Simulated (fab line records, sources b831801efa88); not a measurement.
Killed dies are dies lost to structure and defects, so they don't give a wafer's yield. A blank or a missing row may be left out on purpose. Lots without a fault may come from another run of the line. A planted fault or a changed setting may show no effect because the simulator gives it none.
Which tool did it? | flow sky130 | 11 lots, 32 wafers sampled, at 4 steps of a route of 708

WHAT THE GAUGES READ, wafer by wafer
SKY_METAL2_RS_MEAS_05: measures by four-point-probe. Usual: METAL2_ALCU_RS 0.1268 ohm/sq, standard deviation 0.0014.
lot  | measured     | on            | METAL2_ALCU_RS (ohm/sq) | flag
L276 | day 34 12:22 | film_metro-03 | 0.1282 0.1295 0.1299    |
L277 | day 34 21:23 | film_metro-03 | 0.1271 0.1255 0.1266    |
L280 | day 36 04:46 | film_metro-03 | 0.1275 0.1250 0.1253    |
L281 | day 36 05:40 | film_metro-04 | 0.1265 0.1262 0.1258    |
L282 | day 36 07:31 | film_metro-03 | 0.1259 0.1277 0.1265    |
L283 | day 37 14:36 | film_metro-02 | 0.1282 0.1289 0.1281    |
L284 | day 37 16:43 | film_metro-03 | 0.1263 0.1283 0.1275    |
L286 | day 37 21:53 | film_metro-03 | 0.1253 0.1281 0.1270    |
L287 | day 38 05:09 | film_metro-04 | 0.1255 0.1261           |
L288 | day 38 23:17 | film_metro-02 | 0.1274 0.1282 0.1269    |
L297 | day 41 03:00 | film_metro-02 | 0.1265 0.1274 0.1283    |

SKY_VIA2_BOW_MEAS_03. Usual: VIA2_BOW 85 um, standard deviation 7.1.
lot  | measured     | on            | VIA2_BOW (um) | flag
L276 | day 35 16:44 | film_metro-01 | 82 91 90      |
L277 | day 36 01:39 | film_metro-01 | 94 88 88      |
L280 | day 37 08:45 | film_metro-04 | 93 82 100     |
L281 | day 37 09:35 | film_metro-01 | 86 94 85      |
L282 | day 37 11:28 | film_metro-01 | 62 82 83      |
L283 | day 38 17:19 | film_metro-02 | 85 100 79     |
L284 | day 38 19:09 | film_metro-04 | 106 87 97     |
L286 | day 39 01:11 | film_metro-02 | 96 104 84     |
L287 | day 39 07:44 | film_metro-02 | 83 86         |
L288 | day 40 02:16 | film_metro-02 | 79 85 81      |
L297 | day 42 04:22 | film_metro-02 | 81 82 87      |

SKY_CAPM_OVL_MEAS_12. Usual: CAPM_OVL 0.3 nm, standard deviation 2.1.
lot  | measured     | on         | CAPM_OVL (nm)  | flag
L276 | day 38 00:29 | overlay-01 | -1.1 -1.6 -1.8 |
L277 | day 38 06:52 | overlay-02 | -1.2 -0.4 -0.2 |
L280 | day 39 12:59 | overlay-01 | 5.1 5.0 3.5    |
L281 | day 39 14:44 | overlay-01 | 0.4 0.3 1.1    |
L282 | day 39 15:20 | overlay-02 | -0.3 -2.1 0.5  |
L283 | day 40 21:23 | overlay-02 | 1.4 2.1 0.7    |
L284 | day 40 22:17 | overlay-01 | -2.2 -1.0 -1.6 |
L286 | day 41 04:29 | overlay-01 | 0.9 -0.1 -1.6  |
L287 | day 41 11:26 | overlay-02 | 0.1 0.8        |
L288 | day 42 04:22 | overlay-02 | -3.4 -2.4 -4.2 |
L297 | day 44 03:56 | overlay-01 | 3.1 2.6 2.1    |

WHICH TOOL RAN EACH LOT (tool, then ch and the chambers of the sampled wafers, then the start)
lot  | SKY_METAL3_SPUTTER_02
L276 | pvd_sputter-03, day 36 21:44
L277 | pvd_sputter-03, day 37 05:14
L280 | pvd_sputter-03, day 38 11:43
L281 | pvd_sputter-03, day 38 13:16
L282 | pvd_sputter-01, day 38 14:43
L283 | pvd_sputter-01, day 39 20:25
L284 | pvd_sputter-01, day 39 21:35
L286 | pvd_sputter-01, day 40 04:22
L287 | pvd_sputter-01, day 40 10:36
L288 | pvd_sputter-01, day 41 04:36
L297 | pvd_sputter-03, day 43 05:40
- SKY_METAL3_SPUTTER_02: material AlCu, target thk 735 nm, time 39.1 s.

WHAT THE TOOLS THEMSELVES READ (means of the sampled wafers that have a number; where no wafer has one, the mark that the record gives instead)
SKY_METAL3_SPUTTER_02. Usual: cathode_dc_power_W 10600 W, standard deviation 1.8; throttle_valve_pct 30.0 %, standard deviation 0.66.
lot  | tool           | cathode_dc_power_W (W) | throttle_valve_pct (%) | flag
L276 | pvd_sputter-03 | 10599                  | 30.6                   |
L277 | pvd_sputter-03 | 10601                  | 30.1                   |
L280 | pvd_sputter-03 | 10601                  | 30.1                   |
L281 | pvd_sputter-03 | 10601                  | 29.5                   |
L282 | pvd_sputter-01 | 10599                  | 30.0                   |
L283 | pvd_sputter-01 | 10600                  | 30.1                   |
L284 | pvd_sputter-01 | 10601                  | 30.0                   |
L286 | pvd_sputter-01 | 10598                  | 29.7                   |
L287 | pvd_sputter-01 | 11410                  | 30.1                   | OFF
L288 | pvd_sputter-01 | 11411                  | 29.5                   | OFF
L297 | pvd_sputter-03 | 10600                  | 30.5                   |

THE ANSWER, worked out from the rows above alone
Rule: a lot is off if the mean of its wafers that have a number lies more than 3 standard deviations from the usual mean. A lot without any number at a reading at which 4 lots or more have one is off too. The other lots that the step has rows for count as sound. The gauges are gone through in route order, then the tools' own readings, and for those a lot's mean is taken as printed above. The first step at which some lot is off is used, and at that step the reading that is off furthest; a lot without a number counts as furthest.
Off: L287, L288, at SKY_METAL3_SPUTTER_02 (cathode_dc_power_W).
A tool fits if, at that step or a process step before it, it ran every lot that is off, and no sound lot after the first of them. One fits: pvd_sputter-01 at SKY_METAL3_SPUTTER_02. Its last sound lot is L286 (day 40 04:22), its first lot that is off L287 (day 40 10:36): a fault that began between those two fits.
The tool's own readings at SKY_METAL3_SPUTTER_02 bear it out: on the lots that are off they differ by more than 5 times the standard deviation of the sound lots' means. cathode_dc_power_W reads 11410 W there against 10600 W on the sound lots.

WHAT THE SIMULATOR HAD PUT IN
Process parameter drift: pvd_sputter-01, from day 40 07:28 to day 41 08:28, at SKY_METAL3_SPUTTER_02. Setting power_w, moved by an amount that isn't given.
Lots struck among those shown: L287, L288. The rule above found the same.
